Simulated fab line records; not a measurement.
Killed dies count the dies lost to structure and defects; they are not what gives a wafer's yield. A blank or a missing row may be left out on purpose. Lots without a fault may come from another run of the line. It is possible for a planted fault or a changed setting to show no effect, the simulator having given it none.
What tool caused it?	flow gf180mcu	33 wafers from 11 lots sampled at 4 of the route's 602 steps

## WHAT THE GAUGES SHOWED, per wafer
GF_CONTACT_RS_MEAS_25: measurement is done with a four-point probe.
lot	measured	on	CONTACT_W_RS (ohm/sq)
L512	day 17 15:25	film_metro-03	0.373 0.370 0.375
L513	day 17 23:49	film_metro-04	0.376 0.374 0.382
L514	day 18 08:29	film_metro-02	0.382 0.389 0.374
L517	day 19 15:25	film_metro-04	0.376 0.373 0.387
L519	day 20 12:14	film_metro-04	0.386 0.379 0.381
L520	day 20 18:22	film_metro-02	0.382 0.386 0.385
L521	day 20 22:28	film_metro-03	0.382 0.378 0.390
L523	day 21 18:23	film_metro-03	0.230 0.228 0.230
L524	day 21 20:49	film_metro-03	0.227 0.231 0.232
L525	day 22 12:01	film_metro-03	0.226 0.229 0.229
L530	day 23 20:20	film_metro-02	0.382 0.384 0.379

## TOOL THAT RAN EACH LOT (tool first, then ch and the chambers of the sampled wafers, then the start)
lot	GF_CONTACT_CMP_04	GF_CONTACT_ETCH_16	GF_CONTACT_CVD_24
L512	cmp-02 ch 1,3, day 16 16:01	rie_diel-02 ch 1,2,3, day 17 14:46	cvd_w-01 ch 0,1, day 17 15:19
L513	cmp-01 ch 0,1,2, day 17 00:11	rie_diel-01 ch 2,3, day 17 23:10	cvd_w-01 ch 0,1, day 17 23:43
L514	cmp-01 ch 2,3, day 17 07:56	rie_diel-03 ch 0,3, day 18 07:48	cvd_w-01 ch 0,1, day 18 08:22
L517	cmp-02 ch 1,2,3, day 18 14:01	rie_diel-03 ch 1,3, day 19 14:44	cvd_w-01 ch 0,1, day 19 15:18
L519	cmp-02 ch 0,1,2, day 19 11:11	rie_diel-03 ch 0,1,3, day 20 11:28	cvd_w-02 ch 1, day 20 12:02
L520	cmp-02 ch 0,2,3, day 19 17:23	rie_diel-02 ch 0,1, day 20 17:36	cvd_w-02 ch 1, day 20 18:10
L521	cmp-02 ch 2,3, day 19 21:22	rie_diel-02 ch 0,1, day 20 21:48	cvd_w-01 ch 0,1, day 20 22:22
L523	cmp-02 ch 0,1, day 20 16:22	rie_diel-03 ch 0,1, day 21 17:37	cvd_w-01 ch 1, day 21 18:12
L524	cmp-02 ch 2,3, day 20 19:58	rie_diel-03 ch 0,2,3, day 21 20:10	cvd_w-01 ch 0,1, day 21 20:43
L525	cmp-01 ch 1,2,3, day 21 11:40	rie_diel-02 ch 1,2,3, day 22 11:19	cvd_w-01 ch 0,1, day 22 11:52
L530	cmp-01 ch 0,1,2, day 22 20:47	rie_diel-01 ch 0,3, day 23 19:30	cvd_w-02 ch 1, day 23 20:10
- GF_CONTACT_CMP_04: polishes SiO2.
- GF_CONTACT_ETCH_16: etches BARC in N2/H2.
- GF_CONTACT_CVD_24: deposits W, target thk 300 nm, time 90.339 s.

## THE ANSWER, worked out from the rows above alone
Rule: what is usual is taken from the lots themselves. The widest of any qualifying gaps counts: lots, ordered by their means at a reading, are off when they make up no more than a third of the lots, leave a main group of 4 or more, and stand apart from it by 3 or more times the standard deviation of that group's means. The tables above print the reading to a certain number of digits; a main group whose means all agree to those digits is not used. A lot without any number at a reading at which 4 lots or more have one is off too. The other lots that the step has rows for count as sound.
Off: L523, L524, L525, at GF_CONTACT_RS_MEAS_25 (CONTACT_W_RS). For the main group the mean is 0.380 ohm/sq and the standard deviation 0.0036.
A tool fits if, at a process step before that reading, it ran every lot that is off, and no sound lot after the first of them. Those tools and the gauges at GF_CONTACT_RS_MEAS_25 are tried in the same way. This does not decide it: 2 tools fit, namely cvd_w-01 at GF_CONTACT_CVD_24 and film_metro-03 at GF_CONTACT_RS_MEAS_25.

## WHAT THE SIMULATOR HAD INSERTED
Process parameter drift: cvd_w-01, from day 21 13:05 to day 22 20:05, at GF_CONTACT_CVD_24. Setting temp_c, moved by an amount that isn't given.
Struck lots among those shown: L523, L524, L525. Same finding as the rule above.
